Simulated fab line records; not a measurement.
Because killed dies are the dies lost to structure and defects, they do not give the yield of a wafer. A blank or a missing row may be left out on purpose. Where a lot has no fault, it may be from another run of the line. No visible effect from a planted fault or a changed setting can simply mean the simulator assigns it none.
What tool caused it?    flow sfq line    Sampling: 13 lots, 39 wafers, 2 of 325 route steps

## WHAT THE GAUGES READ, wafer by wafer
The record holds no reading of a measuring or inspecting step that can be judged against a usual standard deviation.

## WHICH TOOL RAN EACH LOT (tool, then ch and the chambers of the sampled wafers, then the start)
lot   SFQ_TRILAYER_I3_DEP_PECVD_081    SFQ_TRILAYER_I3_CMP_CMP_082
L298  pecvd-04 ch 1,2, day 37 04:36    cmp-02 ch 0,2,3, day 38 00:39
L299  pecvd-01 ch 0,1,2, day 37 06:43  cmp-02 ch 0,2,3, day 38 03:09
L301  pecvd-01 ch 0,1,2, day 37 19:55  cmp-02 ch 1,2, day 38 15:39
L302  pecvd-01 ch 1,2, day 37 23:55    cmp-01 ch 0,1,2, day 38 22:05
L304  pecvd-04 ch 1,2, day 39 03:55    cmp-01 ch 0,1,3, day 39 19:35
L305  pecvd-03 ch 0,1,2, day 39 12:43  cmp-02 ch 0,1, day 40 03:09
L308  pecvd-01 ch 0,1, day 42 01:02    cmp-01 ch 0,1,3, day 42 02:07
L309  pecvd-04 ch 0,1,2, day 42 02:16  cmp-02 ch 0,1,3, day 42 04:09
L313  pecvd-01 ch 0,1, day 43 03:40    cmp-01 ch 1,3, day 43 03:45
L314  pecvd-04 ch 0,1,2, day 43 04:52  cmp-02 ch 1,2,3, day 43 06:08
L315  pecvd-01 ch 0,1,2, day 43 08:28  cmp-02 ch 0,1,2, day 43 08:38
L317  pecvd-03 ch 0,1,2, day 43 13:17  cmp-01 ch 0,1,3, day 43 16:10
L319  pecvd-01 ch 0,1, day 44 00:20    cmp-01 ch 0,1,3, day 44 01:10
- SFQ_TRILAYER_I3_DEP_PECVD_081: deposits SiO2 from SiH4/N2O, time 108.9 s, target thk 500 nm.
- SFQ_TRILAYER_I3_CMP_CMP_082: polishes SiO2.

## AS READ BY THE TOOLS THEMSELVES (means over the sampled wafers that have a number; for cases with no such wafer, the mark the record gives instead)
SFQ_TRILAYER_I3_DEP_PECVD_081.
lot   tool      heater power w (W)  rf fwd power W (W)  showerhead vpp V (V)  throttle valve pct (%)
L298  pecvd-04  95                  183.0               855                   23.5
L299  pecvd-01  62                  181.2               797                   24.5
L301  pecvd-01  65                  182.3               793                   24.7
L302  pecvd-01  54                  182.3               794                   24.6
L304  pecvd-04  83                  181.8               889                   24.1
L305  pecvd-03  97                  182.5               808                   25.9
L308  pecvd-01  62                  182.2               801                   25.2
L309  pecvd-04  89                  182.1               844                   24.0
L313  pecvd-01  75                  182.2               804                   25.1
L314  pecvd-04  81                  207.1               898                   24.2
L315  pecvd-01  67                  182.3               795                   24.8
L317  pecvd-03  97                  182.1               802                   25.9
L319  pecvd-01  75                  181.7               807                   25.1

SFQ_TRILAYER_I3_CMP_CMP_082.
lot   tool    motor current A (A)  slurry flow ml min  time to endpoint s (s)
L298  cmp-02  9.6                  149.8               203
L299  cmp-02  9.9                  150.2               199
L301  cmp-02  9.2                  149.8               206
L302  cmp-01  10.6                 150.2               213
L304  cmp-01  10.7                 149.6               222
L305  cmp-02  9.8                  149.9               204
L308  cmp-01  10.9                 150.0               211
L309  cmp-02  10.3                 149.9               201
L313  cmp-01  10.3                 149.6               212
L314  cmp-02  9.8                  150.5               212
L315  cmp-02  9.1                  150.1               197
L317  cmp-01  11.2                 149.6               205
L319  cmp-01  11.1                 149.9               209

## THE ANSWER, worked out from the rows above alone
Rule: usual is defined by the lots themselves. The widest of any qualifying gaps counts: lots, ordered by their means at a reading, are off when they make up no more than a third of the lots, leave a main group of 4 or more, and stand apart from it by 3 or more times the standard deviation of that group's means. A main group is skipped when, at the precision printed for the reading in the tables above, its means are all equal. A lot without any number at a reading at which 4 lots or more have one is off too. Any other lot the step has rows for is counted as sound. The gauges are gone through in route order, then the tools' own readings, and for those a lot's mean is taken as printed above. The first step at which some lot is off is used, and at that step the reading that is off furthest; a lot without a number counts as furthest.
Off, at SFQ_TRILAYER_I3_DEP_PECVD_081 on rf fwd power W: L314. For the main group the mean is 182.1 W and the standard deviation 0.42.
If a tool, at that step or one of the process steps before it, ran each lot that is off and ran no sound lot following the first of them, it fits. One candidate fits, namely pecvd-04 at SFQ_TRILAYER_I3_DEP_PECVD_081. A fault onset in the window from L309 (day 42 02:16, its last sound lot) to L314 (day 43 04:52, its first lot off) fits.
On the lots that are off, the tool's own readings at SFQ_TRILAYER_I3_DEP_PECVD_081 differ by more than 5 times the standard deviation of the sound lots' means, which bears it out; rf fwd power W reads 207.1 W there versus 182.1 W on the sound lots.

## WHAT THE SIMULATOR HAD PUT IN
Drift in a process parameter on pecvd-04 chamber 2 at SFQ_TRILAYER_I3_DEP_PECVD_081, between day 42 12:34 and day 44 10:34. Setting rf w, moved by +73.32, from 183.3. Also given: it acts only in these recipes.
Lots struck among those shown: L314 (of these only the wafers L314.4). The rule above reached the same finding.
